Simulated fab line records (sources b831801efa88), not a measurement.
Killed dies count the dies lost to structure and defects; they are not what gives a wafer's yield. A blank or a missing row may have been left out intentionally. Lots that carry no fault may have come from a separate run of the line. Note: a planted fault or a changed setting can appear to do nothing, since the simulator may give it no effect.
fab line records | flow sky130
record: lots: 7 wafers: 19 lastDay: 50
route steps=708 shown METAL2@497 VIA2@507 METAL3@532 PAD_OPEN@708
lots that met no fault: from a run of the same line without faults
startH: start of the lot's first displayed wafer, in hours after the record's first day | waitH: hours elapsed since this lot's preceding step | " identical to the entry in the row above | L1.1+2: one row covering several wafers at once | - value missing, or start not given | * or withheld: withheld | < > ~ a bound
route shown NAME@n: names a module that has steps shown in the file, with the first one's number in the route | usual: mean and standard deviation over wafers with no fault | same: alike in all rows | chamber/n: place in a boat | sites: readings site by site | _std_site: standard deviation of those values | _edge_site: the outer-site mean with the inner-site mean subtracted | radiusMm: how far each site lies from the wafer's centre | mask NAME#n: copy n | behind: the tool/chamber that last shaped the wafer | hold: why the lot was held/for how many hours/how that ended | device: the n, p or np transistor that did not switch | end of line: at the end of the route, the tests of the same wafers | where a step has no rows: the recipe by itself | killed: dies that structure and defects cost at the first sort, which is not the same as the wafer's yield | map: shows each die of a wafer: x if killed, . if not, _ if none is there
set.NAME: the setting that was run; set.NAME@STEP: the one run at that earlier step | model.NAME: the simulator's own value behind a step, which no gauge read
lots at selected steps of the route; one table per step, one row per wafer
services: from which hour (startH, from the record's first day; less than 0 if before it) a tool's chamber was out of use, for how many hours, and why
== steps ==
step: SKY_METAL2_DEVELOP_14
recipe: developTimeS: 60 resist: KrF-thick devTempC: 21
step: SKY_METAL2_CD_MEAS_15
recipe: targetCdNm: 140
usual: cdNm: 140.2/1.6
columns lot.wafer tool chamber startH waitH cdNm
L117.2 cdSem-01 - 848.42 - 138.7
L117.3 " - " " 140.4
L117.5 " - " " 139.5
L119.1 cdSem-01 - 864.30 - 138.2
L119.3 " - " " 140.4
L119.4 " - " " 140.3
L126.4 cdSem-02 - 906.01 - 139.5
L126.6 " - " " 139.9
L127.1 cdSem-01 - 906.67 - 138.3
L127.5 " - " " 142.1
L127.6 " - " " 141.4
L128.3 cdSem-02 - 914.64 - 143.7
L128.6 " - " " 144.3
L130.2 cdSem-01 - 918.99 - 137.6
L130.4 " - " " 138.8
L130.6 " - " " 138.6
L137.1 cdSem-01 - 971.35 - 138.0
L137.2 " - " " 137.6
L137.4 " - " " 138.7
step: SKY_METAL2_OVL_MEAS_16
usual: METAL2_OVL: -1/4.8
columns lot.wafer tool chamber startH waitH METAL2_OVL[nm]
L117.2 overlay-02 - 848.53 0.1 1
L117.3 " - " " 8
L117.5 " - " " 0
L119.1 overlay-01 - 864.42 0.1 -4
L119.3 " - " " -7
L119.4 " - " " -7
L126.4 overlay-02 - 906.09 0.1 1
L126.6 " - " " 1
L127.1 overlay-01 - 906.79 0.1 -2
L127.5 " - " " -2
L127.6 " - " " -6
L128.3 overlay-01 - 914.73 0.1 -1
L128.6 " - " " -5
L130.2 overlay-01 - 919.10 0.1 -1
L130.4 " - " " 6
L130.6 " - " " -1
L137.1 overlay-02 - 971.47 0.1 2
L137.2 " - " " -12
L137.4 " - " " -6
step: SKY_METAL2_DESCUM_17
recipe: chemistry: O2 sourcePowerW: 150 biasPowerW: 0 pressureMtorr: 10 tempC: 40 timeS: 8
step: SKY_METAL2_ETCH_18
recipe: chemistry: N2/H2 target: BARC ionEnergyEv: 200 biasW: 100 pressureMtorr: 30 n2FlowSccm: 100 h2FlowSccm: 200 icpW: 500 stopOn: SiO2 timeS: 45.9 targetDepthA: 600
usual: drypumpMotorCurrentA: 6.0/0.41 oesProductAu: 0.855/0.005 throttleValvePct: 13.225/0.0095
columns lot.wafer tool chamber startH waitH drypumpMotorCurrentA oesProductAu rfHoursCounterH throttleValvePct
L117.2 rieMetal-03 0 848.59 0.0 5.8 0.855 13 13.228
L117.3 " 1 " " 6.6 0.849 - 13.217
L117.5 " 0 " " 5.8 0.861 - 13.220
L119.1 rieMetal-01 0 864.49 0.0 6.0 0.857 5 13.225
L119.3 " 0 " " 6.0 0.865 - 13.239
L119.4 " 1 " " 6.6 0.854 - 13.225
L126.4 rieMetal-01 1 906.16 0.0 6.6 0.868 - 13.213
L126.6 " 1 " " 6.6 0.861 - 13.208
L127.1 rieMetal-02 1 906.89 0.1 5.6 0.856 16 13.225
L127.5 " 1 " " 5.6 0.859 - 13.209
L127.6 " 1 " " 5.6 0.858 - 13.225
L128.3 rieMetal-01 0 914.81 0.0 6.0 0.849 - 13.226
L128.6 " 1 " " 6.6 0.860 - 13.232
L130.2 rieMetal-01 1 919.16 0.0 6.7 0.856 18 13.219
L130.4 " 0 " " 6.0 0.849 - 13.214
L130.6 " 0 " " 6.0 0.851 - 13.237
L137.1 rieMetal-02 1 971.54 0.0 5.6 0.848 20 13.205
L137.2 " 0 " " 5.7 0.854 7 13.218
L137.4 " 1 " " 5.6 0.855 - 13.215
step: SKY_METAL2_METAL_ETCH_19
recipe: targetDepthA: 3600 stopOn: SiO2 overEtchFrac: 0.3 timeS: 78 chemistry: Cl2/BCl3 resistSidewallDeg: 88 pressureMtorr: 10 icpW: 900 biasW: 48.5 Cl2_flow_sccm: 60 bcl3FlowSccm: 30
usual: drypumpMotorCurrentA: 6.0/0.41 oesProductAu: 0.854/0.0056 throttleValvePct: 22.263/0.0089
columns lot.wafer tool chamber startH waitH drypumpMotorCurrentA oesProductAu rfHoursCounterH throttleValvePct
L117.2 rieMetal-03 0 848.65 0.0 5.8 0.850 13 22.257
L117.3 " 1 " " 6.5 0.862 - 22.260
L117.5 " 0 " " 5.8 0.860 - 22.265
L119.1 rieMetal-01 0 864.55 0.0 6.0 0.852 5 22.260
L119.3 " 0 " " 6.0 0.862 - 22.280
L119.4 " 1 " " 6.6 0.852 - 22.281
L126.4 rieMetal-01 1 906.23 0.1 6.6 0.850 - 22.282
L126.6 " 1 " " 6.6 0.858 - 22.257
L127.1 rieMetal-02 1 907.02 0.1 5.6 0.857 16 22.269
L127.5 " 1 " " 5.6 0.850 - 22.273
L127.6 " 1 " " 5.6 0.847 - 22.266
L128.3 rieMetal-01 0 914.88 0.1 6.0 0.859 - 22.268
L128.6 " 1 " " 6.6 0.850 - 22.253
L130.2 rieMetal-01 1 919.22 0.0 6.6 0.847 18 22.261
L130.4 " 0 " " 6.0 0.845 - 22.246
L130.6 " 0 " " 6.0 0.848 - 22.254
L137.1 rieMetal-02 1 971.60 0.0 5.6 0.855 20 22.248
L137.2 " 0 " " 5.7 0.856 7 22.254
L137.4 " 1 " " 5.6 0.853 - 22.254
step: SKY_METAL2_STRIP_20
recipe: chemistry: O2/N2 powerW: 1400 pressureMtorr: 1500 platenTempC: withheld o2FlowSccm: 3000 n2FlowSccm: 300 overashFraction: 0.5
step: SKY_METAL2_STRIP_21
recipe: chemistry: postEtchResidueRemover timeS: 1200 tempC: 72.5
step: SKY_METAL2_CLEAN_22
recipe: chemistry: IPA timeS: 180 tempC: 25
step: SKY_METAL2_CLEAN_23
recipe: chemistry: O3/DIW dry: n2Spin
step: SKY_VIA2_HDPCVD_00
recipe: material: SiO2 targetThkNm: 1180 sigmaOpenFrac: 0.3 timeS: 196.7 tempC: 400 sih4FlowSccm: 60 pressureMtorr: 6
step: SKY_VIA2_THK_MEAS_01
recipe: reads: SiO2_of_VIA2_HDPCVD_00
usual: VIA2_HDPCVD_THK: 1179/19
columns lot.wafer tool chamber startH waitH VIA2_HDPCVD_THK[nm]
L117.2 filmMetro-04 - 849.47 0.1 1191
L117.3 " - " " 1180
L117.5 " - " " 1216
L119.1 filmMetro-04 - 865.45 0.1 1198
L119.3 " - " " 1156
L119.4 " - " " 1194
L126.4 filmMetro-02 - 907.15 0.0 1162
L126.6 " - " " 1224
L127.1 filmMetro-02 - 908.15 0.1 1158
L127.5 " - " " 1180
L127.6 " - " " 1174
L128.3 filmMetro-04 - 915.83 0.1 1162
L128.6 " - " " 1168
L130.2 filmMetro-04 - 920.10 0.1 1187
L130.4 " - " " 1186
L130.6 " - " " 1178
L137.1 filmMetro-01 - 972.42 0.1 1137
L137.2 " - " " 1187
L137.4 " - " " 1146
step: SKY_VIA2_CMP_02
recipe: material: SiO2 downForcePsi: 4 platenRpm: 60 padVelocityMS: 0.94248
usual: edgeZonePressureFrac: 1.000/0.005 motorCurrentA: 11.8/1.4
columns lot.wafer tool chamber startH waitH edgeZonePressureFrac motorCurrentA model.SiO2_of_VIA2_HDPCVD_00.thkNm
L117.3 cmp-02 3 849.62 0.1 0.993 11.2 493.6
L117.2 " 0 " " 1.010 11.0 496.6
L117.5 " 1 " " 1.011 9.5 494.3
L119.3 cmp-01 3 865.51 0.0 1.002 11.8 494.9
L119.1 " 0 " " 1.003 13.2 495.2
L119.4 " 2 " " 1.011 13.5 493.8
L126.4 cmp-01 1 907.18 0.0 0.993 11.4 496.8
L126.6 " 1 " " 0.991 11.5 619.8
L127.1 cmp-01 0 908.26 0.1 1.000 13.7 496.4
L127.6 " 3 " " 0.984 11.6 617.5
L127.5 " 0 " " 1.000 14.3 620.1
L128.3 cmp-01 1 915.87 0.0 0.989 11.9 494.8
L128.6 " 2 " " 0.997 13.2 617.8
L130.2 cmp-02 1 920.19 0.1 1.005 9.2 496.5
L130.4 " 3 " " 1.001 11.5 496.3
L130.6 " 1 " " 1.009 9.6 496.3
L137.1 cmp-02 2 972.48 0.1 0.997 11.4 496.8
L137.4 " 0 " " 1.009 10.7 496.7
L137.2 " 1 " " 1.003 9.0 494.9
step: SKY_VIA2_BOW_MEAS_03
recipe: mode: bow
usual: VIA2_BOW: 86/7.1
columns lot.wafer tool chamber startH waitH VIA2_BOW[um]
L117.2 filmMetro-02 - 849.84 0.1 80
L117.3 " - " " 96
L117.5 " - " " 100
L119.1 filmMetro-02 - 865.81 0.2 86
L119.3 " - " " 92
L119.4 " - " " 91
L126.4 filmMetro-04 - 907.54 0.3 74
L126.6 " - " " 99
L127.1 filmMetro-04 - 908.51 0.2 78
L127.5 " - " " 75
L127.6 " - " " 77
L128.3 filmMetro-02 - 916.21 0.3 81
L128.6 " - " " 94
L130.2 filmMetro-04 - 920.51 0.3 88
L130.4 " - " " 81
L130.6 " - " " 82
L137.1 filmMetro-01 - 972.78 0.2 100
L137.2 " - " " 84
L137.4 " - " " 98
step: SKY_VIA2_DEHYDRATE_04
recipe: tempC: 200 timeS: 60
step: SKY_VIA2_HMDS_05
recipe: primeTimeS: 60 primeTempC: 120
step: SKY_VIA2_COAT_06
recipe: resist: BARC tempC: withheld timeS: withheld spinRpm: 3000 resistThkNm: 60
step: SKY_VIA2_COAT_07
recipe: resist: KrF-thick spinRpm: 3000 resistThkNm: 450
step: SKY_VIA2_SOFTBAKE_08
recipe: tempC: 100 timeS: 90 resist: KrF-thick
step: SKY_VIA2_EXPOSE_09
recipe: maskId: VIM2 na: 0.8 sourceShape: annular sigmaInner: 0.55 sigmaOuter: 0.85 targetCdNm: 200 doseMj: 38
step: SKY_VIA2_PEB_10
recipe: pebTempC: withheld pebTimeS: withheld resist: KrF-thick
step: SKY_VIA2_DEVELOP_11
recipe: developTimeS: 60 resist: KrF-thick devTempC: 21
step: SKY_VIA2_CD_MEAS_12
recipe: targetCdNm: 200
usual: cdNm: 200.2/1.5
columns lot.wafer tool chamber startH waitH cdNm
L117.2 cdSem-02 - 875.69 - 199.5
L117.3 " - " " 199.8
L117.5 " - " " 198.5
L119.1 cdSem-02 - 891.42 - 200.9
L119.3 " - " " 198.3
L119.4 " - " " 200.0
L126.4 cdSem-01 - 930.63 - 200.1
L126.6 " - " " 199.4
L127.1 cdSem-02 - 931.72 - 201.4
L127.5 " - " " 201.0
L127.6 " - " " 202.4
L128.3 cdSem-01 - 939.76 - 199.1
L128.6 " - " " 197.4
L130.2 cdSem-02 - 943.79 - 201.3
L130.4 " - " " 201.0
L130.6 " - " " 202.5
L137.1 cdSem-02 - 997.07 - 199.9
L137.2 " - " " 199.9
L137.4 " - " " 200.5
step: SKY_VIA2_OVL_MEAS_13
usual: VIA2_OVL: -1/5.7
columns lot.wafer tool chamber startH waitH VIA2_OVL[nm]
L117.2 overlay-01 - 875.79 0.1 1
L117.3 " - " " -4
L117.5 " - " " -3
L119.1 overlay-02 - 891.54 0.1 9
L119.3 " - " " 7
L119.4 " - " " -5
L126.4 overlay-02 - 930.70 0.1 -12
L126.6 " - " " -14
L127.1 overlay-01 - 931.84 0.1 3
L127.5 " - " " 2
L127.6 " - " " -1
L128.3 overlay-02 - 939.85 0.1 -11
L128.6 " - " " 8
L130.2 overlay-02 - 943.90 0.1 -7
L130.4 " - " " -7
L130.6 " - " " -9
L137.1 overlay-01 - 997.19 0.1 2
L137.2 " - " " -6
L137.4 " - " " -1
step: SKY_VIA2_ETCH_14
recipe: chemistry: N2/H2 target: BARC ionEnergyEv: 200 sourceW: 500 biasW: 100 pressureMtorr: 30 n2FlowSccm: 100 h2FlowSccm: 200 stopOn: SiO2 timeS: 45.9 targetDepthA: 600
usual: drypumpMotorCurrentA: 5.6/0.41 oesProductAu: 0.855/0.0049 throttleValvePct: 13.224/0.0092
columns lot.wafer tool chamber startH waitH drypumpMotorCurrentA oesProductAu rfHoursCounterH throttleValvePct
L117.2 rieDiel-02 1 875.82 0.0 5.3 0.858 7 13.212
L117.3 " 3 " " 5.2 0.857 1 13.227
L117.5 " 1 " " 5.2 0.844 - 13.228
L119.1 rieDiel-02 3 891.58 0.0 5.2 0.854 1 13.239
L119.3 " 1 " " 5.3 0.855 7 13.224
L119.4 " 0 " " 5.1 0.855 15 13.232
L126.4 rieDiel-02 1 930.72 0.0 5.3 0.855 9 13.217
L126.6 " 0 " " 5.1 0.856 - 13.237
L127.1 rieDiel-03 0 931.88 0.0 5.7 0.852 12 13.221
L127.5 " 2 " " 6.0 0.858 - 13.231
L127.6 " 1 " " 6.3 0.853 - 13.210
L128.3 rieDiel-03 0 939.87 0.0 5.7 0.850 12 13.202
L128.6 " 0 " " 5.7 0.860 - 13.235
L130.2 rieDiel-03 0 943.93 0.0 5.7 0.857 12 13.212
L130.4 " 2 " " 6.0 0.851 23 13.217
L130.6 " 1 " " 6.3 0.856 - 13.227
L137.1 rieDiel-03 3 997.22 0.0 5.9 0.843 25 13.222
L137.2 " 0 " " 5.7 0.855 15 13.218
L137.4 " 0 " " 5.7 0.858 - 13.209
step: SKY_VIA2_ETCH_15
recipe: target: SiO2 chemistry: C4F8/O2/Ar targetDepthNm: 546 stopOn: TiN maskMaterial: KrF-thick sourceW: 1500 biasW: 1200 pressureMtorr: 40 c4f8FlowSccm: withheld O2_flow_sccm: 6 Ar_flow_sccm: 300 timeS: 84
usual: oesProductAu: 0.940/0.0051
columns lot.wafer tool chamber startH waitH oesProductAu rfHoursCounterH model.VIA2.featureDepthNm model.etch.depthNm
L117.2 rieDiel-02 1 875.86 0.0 0.937 7 496.6 496.6
L117.3 " 3 " " 0.935 1 493.6 493.6
L117.5 " 1 " " 0.937 - 494.3 494.3
L119.1 rieDiel-02 3 891.62 0.0 0.940 1 495.2 495.2
L119.3 " 1 " " 0.932 7 494.9 494.9
L119.4 " 0 " " 0.945 15 493.8 493.8
L126.4 rieDiel-02 1 930.76 0.0 0.935 9 496.8 496.8
L126.6 " 0 " " 0.989 - 535.5 535.5
L127.1 rieDiel-03 0 931.92 0.0 0.942 12 496.4 496.4
L127.5 " 2 " " 0.980 - 525.4 525.4
L127.6 " 1 " " 0.989 - 541.8 541.8
L128.3 rieDiel-03 0 939.91 0.0 0.930 12 494.8 494.8
L128.6 " 0 " " 0.991 - 539.2 539.2
L130.2 rieDiel-03 0 943.97 0.0 0.940 12 496.5 496.5
L130.4 " 2 " " 0.934 23 496.3 496.3
L130.6 " 1 " " 0.945 - 496.3 496.3
L137.1 rieDiel-03 3 997.29 0.0 0.948 25 496.8 496.8
L137.2 " 0 " " 0.938 15 494.9 494.9
L137.4 " 0 " " 0.940 - 496.7 496.7
step: SKY_VIA2_STRIP_16
recipe: chemistry: O2/N2 powerW: 1400 pressureMtorr: 1500 platenTempC: withheld o2FlowSccm: 3000 n2FlowSccm: 300 overashFraction: 0.5
step: SKY_VIA2_STRIP_17
recipe: chemistry: postEtchResidueRemover timeS: 1200 tempC: 72.5
step: SKY_VIA2_CLEAN_18
recipe: chemistry: IPA timeS: 180 tempC: 25
step: SKY_VIA2_CLEAN_19
recipe: chemistry: O3/DIW dry: n2Spin
step: SKY_VIA2_SPUTTER_20
recipe: material: TiN targetThkNm: 20 chamberPressurePa: 5 powerW: 4000 timeS: 80
usual: chamberPressurePa: 5.001/0.0098 throttleValvePct: 30.0/1
columns lot.wafer tool chamber startH waitH chamberPressurePa throttleValvePct
L117.2 pvdSputter-02 - 876.52 0.0 4.990 29.4
L117.3 " - " " 4.991 28.4
L117.5 " - " " 4.996 31.5
L119.1 pvdSputter-01 - 892.38 0.0 4.978 30.9
L119.3 " - " " 5.010 30.8
L119.4 " - " " 5.004 29.9
L126.4 pvdSputter-01 - 931.45 0.0 4.995 30.2
L126.6 " - " " 4.980 30.3
L127.1 pvdSputter-01 - 932.57 0.0 5.004 30.3
L127.5 " - " " 4.994 29.9
L127.6 " - " " 4.993 30.3
L128.3 pvdSputter-03 - 940.63 0.0 4.997 28.4
L128.6 " - " " 4.997 31.1
L130.2 pvdSputter-01 - 944.74 0.0 4.997 29.8
L130.4 " - " " 5.005 29.5
L130.6 " - " " 5.007 30.3
L137.1 pvdSputter-01 - 997.97 0.0 5.004 30.2
L137.2 " - " " 4.992 30.8
L137.4 " - " " 5.002 30.4
step: SKY_VIA2_CVD_21
recipe: material: W targetThkNm: 420 timeS: 126.4 tempC: 400 pressureTorr: 40
usual: heaterPowerOuterW: 553/63 heaterPowerW: 884/90
columns lot.wafer tool chamber startH waitH heaterPowerOuterW heaterPowerW
L117.2 cvdW-01 1 876.58 0.0 541 883
L117.3 " 0 " " 481 761
L117.5 " 1 " " 544 908
L119.1 cvdW-01 1 892.44 0.0 542 901
L119.3 " 0 " " 485 771
L119.4 " 1 " " 532 907
L126.4 cvdW-01 0 931.52 0.0 473 782
L126.6 " 1 " " 506 854
L127.1 cvdW-02 1 932.63 0.0 646 1019
L127.5 " 0 " " 571 900
L127.6 " 1 " " 654 1007
L128.3 cvdW-02 1 940.73 0.1 652 1020
L128.6 " 0 " " 580 876
L130.2 cvdW-02 1 944.80 0.0 631 1000
L130.4 " 1 " " 644 992
L130.6 " 0 " " 595 865
L137.1 cvdW-01 1 998.03 0.0 522 856
L137.2 " 0 " " 491 783
L137.4 " 1 " " 506 886
step: SKY_VIA2_CMP_24
recipe: stopOn: SiO2 tOverpolishS: 20 downForcePsi: 3.5 platenRpm: 60 targetThkNm: 0 padVelocityMS: 0.94248
usual: edgeZonePressureFrac: 1.001/0.005 motorCurrentA: 10.8/1.3
columns lot.wafer tool chamber startH waitH edgeZonePressureFrac motorCurrentA model.SiO2_of_VIA2_HDPCVD_00.thkNm
L117.3 cmp-02 3 876.89 0.0 1.009 10.6 489.2
L117.2 " 0 " " 0.997 10.2 492.3
L117.5 " 0 " " 0.997 8.9 489.9
L119.3 cmp-01 3 892.75 0.0 0.990 10.2 490.5
L119.1 " 0 " " 0.992 12.8 490.8
L119.4 " 2 " " 0.996 12.4 489.4
L126.4 cmp-01 0 931.89 0.1 0.992 12.6 492.4
L126.6 " 3 " " 0.996 10.2 615.4
L127.1 cmp-02 1 933.05 0.1 1.000 8.5 492
L127.5 " 3 " " 1.001 10.7 615.7
L127.6 " 0 " " 0.988 10.5 613.1
L128.3 cmp-01 0 941.10 0.1 1.009 12.5 490.5
L128.6 " 2 " " 0.999 12.5 613.4
L130.2 cmp-02 1 945.11 0.0 0.997 8.7 492.1
L130.4 " 0 " " 0.986 9.8 491.9
L130.6 " 2 " " 1.005 11.1 491.9
L137.2 cmp-01 2 998.39 0.1 0.997 12.1 490.5
L137.4 " 3 " " 1.000 10.3 492.3
L137.1 " 0 " " 1.002 12.2 492.4
step: SKY_METAL3_SPUTTER_00
recipe: material: Ti targetThkNm: 15 powerW: 3000 timeS: 10 chamberPressurePa: 0.4
usual: chamberPressurePa: 0.3999/0.00091 throttleValvePct: 30.0/0.7
columns lot.wafer tool chamber startH waitH chamberPressurePa throttleValvePct
L117.2 pvdSputter-01 - 877.19 0.2 0.4013 30.3
L117.3 " - " " 0.3990 30.6
L117.5 " - " " 0.4005 29.7
L119.1 pvdSputter-01 - 893.05 0.2 0.4000 29.9
L119.3 " - " " 0.4015 30.7
L119.4 " - " " 0.4009 29.9
L126.4 pvdSputter-02 - 932.10 0.2 0.3995 28.2
L127.1 pvdSputter-04 - 933.25 0.1 0.3995 29.7
L128.3 pvdSputter-04 - 941.30 0.1 0.4011 29.5
L130.2 pvdSputter-01 - 945.41 0.2 0.4001 30.5
L130.4 " - " " 0.4009 30.0
L130.6 " - " " 0.4003 30.5
L137.1 pvdSputter-01 - 998.64 0.1 0.3987 30.4
L137.2 " - " " 0.3991 30.6
L137.4 " - " " 0.4005 29.8
step: SKY_METAL3_SPUTTER_01
recipe: material: TiN targetThkNm: 20 powerW: 6500 timeS: 16.7 chamberPressurePa: 0.4
usual: chamberPressurePa: 0.3998/0.00076 throttleValvePct: 30.0/0.72
columns lot.wafer tool chamber startH waitH chamberPressurePa throttleValvePct
L117.2 pvdSputter-01 - 877.21 0.0 0.3998 30.3
L117.3 " - " " 0.3997 30.9
L117.5 " - " " 0.3991 29.8
L119.1 pvdSputter-01 - 893.07 0.0 0.3995 30.4
L119.3 " - " " 0.3995 30.5
L119.4 " - " " 0.3987 29.5
L126.4 pvdSputter-02 - 932.13 0.0 0.4003 28.3
L127.1 pvdSputter-04 - 933.27 0.0 0.4004 29.5
L128.3 pvdSputter-04 - 941.32 0.0 0.3990 29.5
L130.2 pvdSputter-01 - 945.43 0.0 0.3993 30.3
L130.4 " - " " 0.3990 30.4
L130.6 " - " " 0.3981 30.6
L137.1 pvdSputter-01 - 998.67 0.0 0.3995 30.2
L137.2 " - " " 0.3998 30.7
L137.4 " - " " 0.4006 29.9
step: SKY_PAD_OPEN_PROBE_99
columns lot.wafer tool chamber startH waitH model.etest.met1Comb.underFloor model.etest.pfet_01v8.underFloor model.etest.resXhighPo.open model.etest.tipSonos.open model.etest.tipP.open model.etest.pfetG5v0d10v5.underFloor model.etest.capThinOxide.open model.etest.capPolyToWell.open
L117.2+3+5 prober-01 - 1091.63 0.1 0 0 0 0 0 0 0 0
L119.1+3+4 prober-02 - 1110.62 0.1 0 0 0 0 0 0 0 0
L126.4 prober-02 - 1138.70 0.2 0 0 0 0 0 0 0 0
L126.6 prober-02 - 1138.80 0.2 1 1 1 1 1 1 1 1
L127.1 prober-02 - 1138.85 0.2 0 0 0 0 0 0 0 0
L127.5+6 prober-02 - 1139.05 0.3 1 1 1 1 1 1 1 1
L128.3 prober-01 - 1142.39 0.2 0 0 0 0 0 0 0 0
L128.6 prober-01 - 1142.54 0.2 1 1 1 1 1 1 1 1
L130.2+4+6 prober-01 - 1152.99 0.1 0 0 0 0 0 0 0 0
L137.1+2+4 prober-02 - 1189.95 0.1 0 0 0 0 0 0 0 0
killed by level:class
L117.2 VIA1:geometricParticle:open=10 FIELD_ISO:geometricParticle:open=8 VIA3:geometricParticle:open=8 VIA2:geometricParticle:open=8 FIELD_ISO:geometricParticle:short=6 LI_CONTACT:geometricParticle:open=6 METAL2:geometricParticle:short=6 METAL1:geometricParticle:short=5
L117.3 VIA1:geometricParticle:open=13 VIA1:geometricParticle:short=8 VIA2:geometricParticle:open=8 VIA3:geometricParticle:open=6 FIELD_ISO:geometricParticle:short=5 LI_CONTACT:geometricParticle:open=5 CONTACT:geometricParticle:short=5 FIELD_ISO:geometricParticle:open=4
L117.5 VIA1:geometricParticle:open=14 CONTACT:geometricParticle:open=8 VIA1:geometricParticle:short=8 LI_CONTACT:geometricParticle:open=7 VIA3:geometricParticle:open=7 METAL1:geometricParticle:short=7 METAL2:geometricParticle:short=6 FIELD_ISO:geometricParticle:short=4
L119.1 CONTACT:geometricParticle:open=12 VIA1:geometricParticle:open=9 VIA2:geometricParticle:open=9 VIA3:geometricParticle:open=9 FIELD_ISO:geometricParticle:short=6 POLY_GATE:geometricParticle:short=6 POLY_GATE:geometricParticle:open=5 VIA1:geometricParticle:short=5
L119.3 VIA1:geometricParticle:open=12 CONTACT:geometricParticle:open=8 VIA1:geometricParticle:short=7 CONTACT:geometricParticle:short=5 VIA2:geometricParticle:open=5 VIA3:geometricParticle:open=5 POLY_GATE:geometricParticle:short=4 LI_CONTACT:geometricParticle:open=4
L119.4 VIA1:geometricParticle:open=17 CONTACT:geometricParticle:open=8 LI_CONTACT:geometricParticle:open=8 VIA3:geometricParticle:open=6 POLY_GATE:geometricParticle:short=5 VIA1:geometricParticle:short=5 METAL1:geometricParticle:short=5 VIA2:geometricParticle:open=5
L130.2 CONTACT:geometricParticle:open=11 POLY_GATE:geometricParticle:short=8 LI_CONTACT:geometricParticle:open=8 METAL1:geometricParticle:short=8 METAL2:geometricParticle:short=8 VIA1:geometricParticle:open=8 VIA3:geometricParticle:open=7 VIA1:geometricParticle:short=6
L130.4 VIA1:geometricParticle:open=10 LI_CONTACT:geometricParticle:open=7 VIA3:geometricParticle:open=7 VIA2:geometricParticle:open=7 POLY_GATE:geometricParticle:short=5 CONTACT:geometricParticle:open=5 METAL1:geometricParticle:short=5 VIA1:geometricParticle:short=4
L130.6 VIA1:geometricParticle:open=9 VIA3:geometricParticle:open=6 METAL2:geometricParticle:short=5 VIA1:geometricParticle:short=5 LI_CONTACT:geometricParticle:open=4 POLY_GATE:geometricParticle:short=4 LOCAL_INTERCONNECT:geometricParticle:short=4 VIA2:geometricParticle:open=4
L137.1 CONTACT:geometricParticle:open=9 FIELD_ISO:geometricParticle:open=6 LI_CONTACT:geometricParticle:open=6 METAL1:geometricParticle:short=6 CONTACT:geometricParticle:short=5 METAL2:geometricParticle:short=5 VIA1:geometricParticle:short=5 VIA1:geometricParticle:open=5
L137.2 VIA2:geometricParticle:open=14 CONTACT:geometricParticle:open=10 FIELD_ISO:geometricParticle:open=9 LI_CONTACT:geometricParticle:open=8 VIA1:geometricParticle:open=7 METAL1:geometricParticle:short=7 CONTACT:geometricParticle:short=6 VIA3:geometricParticle:open=6
L137.4 VIA1:geometricParticle:open=9 METAL1:geometricParticle:short=7 CONTACT:geometricParticle:open=7 LOCAL_INTERCONNECT:geometricParticle:short=5 VIA2:geometricParticle:open=5 FIELD_ISO:geometricParticle:open=4 METAL2:geometricParticle:short=4 SPACER:geometricParticle:open=3
== services ==
columns tool chamber startH hours kind
cmp-01 - 844.00 0.2 repair
cmp-02 - 849.99 1.4 repair
cmp-02 - 855.26 1.8 repair
rieMetal-03 - 865.37 1.2 repair
rieMetal-02 0 869.10 77.0 repair
cmp-02 - 877.77 1.3 repair
rieDiel-03 - 883.92 0.4 repair
rieMetal-03 - 895.28 28.1 pm
cvdW-01 - 904.00 14.0 pm
rieDiel-02 1 906.71 4.5 repair
rieMetal-01 - 910.99 1.4 pm
cmp-02 - 912.00 4.0 pm
cvdW-02 - 913.86 0.3 repair
rieMetal-02 - 918.45 2.8 pm
rieDiel-03 2 938.44 2.9 repair
cvdW-02 - 947.31 6.0 pm
cmp-02 - 956.47 1.6 repair
cvdW-01 - 968.14 5.3 repair
rieDiel-03 0 974.98 3.8 repair
rieDiel-03 1 980.61 33.0 repair
cvdW-01 - 980.72 3.8 pm
rieDiel-03 2 989.35 9.6 repair
cmp-02 - 992.42 0.3 repair
rieMetal-03 0 996.31 5.4 repair
== key ==
firstSign: step: SKY_VIA2_ETCH_15 reading: oesProductAu direction: up sigmas: 9.3 usual: 0.940 struck: 0.987
effect: step: SKY_METAL3_SPUTTER_00 reading: visit direction: missing
effect: step: SKY_METAL3_SPUTTER_01 reading: visit direction: missing
modelEffect: step: SKY_VIA2_CMP_02 value: SiO2_of_VIA2_HDPCVD_00.thkNm without: 495.1 struck: 618.8
modelEffect: step: SKY_VIA2_ETCH_15 value: VIA2.featureDepthNm without: 495.1 struck: 535.5
modelEffect: step: SKY_VIA2_CMP_24 value: SiO2_of_VIA2_HDPCVD_00.thkNm without: 490.7 struck: 614.4
modelEffect: step: SKY_PAD_OPEN_PROBE_99 value: etest.met1Comb.underFloor without: 0 struck: 1
metAt SKY_VIA2_CMP_02
struckWafers L126.6,L127.5,L127.6,L128.6
laterRowsLeftOut L126.6,L127.5,L127.6,L128.6
sortLeftOut L126.6,L127.5,L127.6,L128.6
onsetBetween 865.51 907.18
fault: kind: processParameterDrift tool: cmp-01 chamber: - onsetH: 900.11 steps: SKY_VIA2_CMP_02 channel: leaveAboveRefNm offset: 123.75 shape: step endH: 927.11 scope: struckWafersOnly actsIn: theseRecipesOnly stated: 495
sortLeftOut: the simulated sort isn't trusted on such a fault, so these wafers' sort isn't shown, and their yield isn't known
laterRowsLeftOut: the simulator's readings of these wafers behind a module that went badly wrong aren't trusted and aren't shown, but for the sort
